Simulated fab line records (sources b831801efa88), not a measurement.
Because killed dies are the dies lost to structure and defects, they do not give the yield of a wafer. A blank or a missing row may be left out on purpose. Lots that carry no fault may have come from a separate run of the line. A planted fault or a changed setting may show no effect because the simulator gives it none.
A struck lot beside a sound one    flow sky130    17 out of 708 route steps
Sound: wafers L396.1, L396.2, L396.5. Wafers L404.1, L404.4, L404.6 were the ones struck. The cause is named last.
Per side, at each step with rows, come the tool, then ch with its chambers, and then its first start. Under that, the readings that differ: sound wafers    struck wafers    difference of the means    sigmas: that difference in standard deviations of wafers without a fault.
alike: same words and numbers on both sides, and readings whose means sit less than 2 such deviations apart. not compared: any withheld reading, any reading some wafer has no value for, any bound like >300 that may hide the same value, and any number with overlapping values for which the record gives no deviation.
Wherever a step has rows on one side only, a row that says differs or no value, or a row with sigmas, the two part there. When numbers do not overlap yet have no deviation, they are printed without sigmas and do not part them. A reading that every wafer of one side lacks parts them only if that side has two wafers or more.

first, 3 steps without rows for these wafers: SKY_LDD_P_EXPOSE_04 (exposes mask PSDM, target cd 380 nm); SKY_LDD_P_PEB_05; SKY_LDD_P_DEVELOP_06 (develop time 60 s).
SKY_LDD_P_CD_MEAS_07 targets a cd of 380 nm.
  sound: cdSem-02 at day 21 10:20; struck: cdSem-01 at day 24 19:22
reading    sound              struck             difference  sigmas
cdNm (nm)  379.1 378.4 381.0  374.7 375.4 373.4  -5.0        -2
SKY_LDD_P_OVL_MEAS_08:
  sound: overlay-02 at day 21 10:28; struck: overlay-01 at day 24 19:29
  alike: LDD_P_OVL
after that, 1 step had no rows for these wafers: SKY_LDD_P_IMPLANT_09.
SKY_LDD_P_STRIP_10: strips in O2/N2.
  sound on plasmaAsher-04 ch 0,1, day 21 10:39; struck on plasmaAsher-03 ch 0,1, day 24 19:41
  alike: drypumpMotorCurrentA, oesProductAu, stripTimeToEndpointS
  not compared: rfHoursCounterH
SKY_LDD_P_TW_MEAS_11:
  sound: filmMetro-02 at day 21 10:45; struck: filmMetro-02 at day 24 19:47
reading   sound        struck       difference  sigmas
LDD_P_TW  637 634 633  627 628 626  -8          -2
then, 4 steps without rows for these wafers: SKY_LDD_HVN_DEHYDRATE_00 (time 60 s); SKY_LDD_HVN_HMDS_01 (prime time 60 s); SKY_LDD_HVN_COAT_02 (resist thk 300 nm); SKY_LDD_HVN_SOFTBAKE_03 (time 60 s).
SKY_LDD_HVN_EXPOSE_04: exposes mask HVNTM, target cd 700 nm.
  sound on ilineStepper-01 ch 0, day 22 02:34; struck on ilineStepper-02 ch 0, day 25 10:09
reading                        sound              struck             difference  sigmas
model.LDD_HVN.overlayXNm (nm)  1.519 1.519 1.519  58.45 58.45 58.45  +56.93      
  alike: mask, stageVelMmS
then, 2 steps without rows for these wafers: SKY_LDD_HVN_PEB_05; SKY_LDD_HVN_DEVELOP_06 (develop time 60 s).
SKY_LDD_HVN_OVL_MEAS_07:
  sound: overlay-01 at day 22 17:34; struck: overlay-01 at day 26 01:21
reading           sound        struck          difference  sigmas
LDD_HVN_OVL (nm)  0.7 0.6 0.4  58.9 57.9 58.2  +57.8       +48
after that, 1 step had no rows for these wafers: SKY_LDD_HVN_IMPLANT_08.

## WHERE THEY PART
Last at SKY_LDD_HVN_OVL_MEAS_07 as far as this record goes, first at SKY_LDD_P_CD_MEAS_07.

WHY: what had been put in by the simulator
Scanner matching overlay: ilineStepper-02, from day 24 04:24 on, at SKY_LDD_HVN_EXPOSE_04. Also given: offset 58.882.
